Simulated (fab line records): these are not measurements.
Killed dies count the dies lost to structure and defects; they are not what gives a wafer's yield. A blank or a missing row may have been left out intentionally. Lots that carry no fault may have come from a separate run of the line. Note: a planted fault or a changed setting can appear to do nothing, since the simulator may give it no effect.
A struck lot beside a sound one ; flow sky130 ; 14 steps out of a route of 708
Sound: the wafers L824.3, L824.4, L824.5. Wafers struck: L833.1, L833.3, L833.4. Last of all comes the cause.
For every step that has rows: the tool of each side, followed by ch and its chambers, followed by its first start. Under that, the readings that differ: sound wafers ; struck wafers ; difference of the means ; sigmas: that difference in standard deviations of wafers without a fault.
alike: readings whose means differ by less than 2 such deviations, and words and numbers that are the same on both sides. not compared: withheld readings, readings that some wafer has no value for, bounds like >300 that may hide the same value, and numbers for which the record gives no deviation and whose values overlap.
A row with sigmas, a row that says differs or no value, or rows on one side alone: a step with any of these is where the two part. When numbers do not overlap yet have no deviation, they are printed without sigmas and do not part them. A reading that every wafer of one side lacks parts them only if that side has two wafers or more.

first, 4 steps without rows for these wafers: SKY_RES_XHIGH_EXPOSE_04 (exposes mask URPM, target cd 1270 nm); SKY_RES_XHIGH_PEB_05; SKY_RES_XHIGH_DEVELOP_06 (develop time 60 s); SKY_RES_XHIGH_IMPLANT_07.
SKY_RES_XHIGH_STRIP_08: strips in O2/N2.
  sound on plasmaAsher-03 ch 0,1, day 29 05:31; struck on plasmaAsher-01 ch 0,1, day 31 22:13
  alike: chamberPressureMTorr, drypumpMotorCurrentA, n2FlowSccm, oesProductAu, stripTimeToEndpointS
  not compared: rfHoursCounterH
SKY_RES_XHIGH_TW_MEAS_09:
  sound on filmMetro-04, day 29 05:37; struck on filmMetro-04, day 31 22:19
  alike: RES_XHIGH_TW
then, 6 steps without rows for these wafers: SKY_SD_N_DEHYDRATE_00 (time 60 s); SKY_SD_N_HMDS_01 (prime time 60 s); SKY_SD_N_COAT_02 (resist thk 1140 nm); SKY_SD_N_SOFTBAKE_03 (time 60 s); SKY_SD_N_EXPOSE_04 (exposes mask NSDM, target cd 380 nm); SKY_SD_N_PEB_05.
SKY_SD_N_DEVELOP_06: develop time 60 s.
  sound on lithoTrack-03 ch 0, day 30 09:50; struck on lithoTrack-03 ch 0, day 33 02:26
reading;sound;struck;difference;sigmas
developerTempC (C);23.13 23.10 23.01;22.10 22.07 22.01;-1.02;-9
  alike: chillPlateTempC
SKY_SD_N_CD_MEAS_07: target cd 380 nm.
  sound on cdSem-02, day 30 09:59; struck on cdSem-02, day 33 02:35
  alike: cdNm

WHERE THEY PART
Only at SKY_SD_N_DEVELOP_06, within this record. Later steps at which nothing parts them and some readings are alike: SKY_SD_N_CD_MEAS_07.

WHY: whatever the simulator had introduced
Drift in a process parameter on lithoTrack-03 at SKY_SD_N_DEVELOP_06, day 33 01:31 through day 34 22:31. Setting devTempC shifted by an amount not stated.
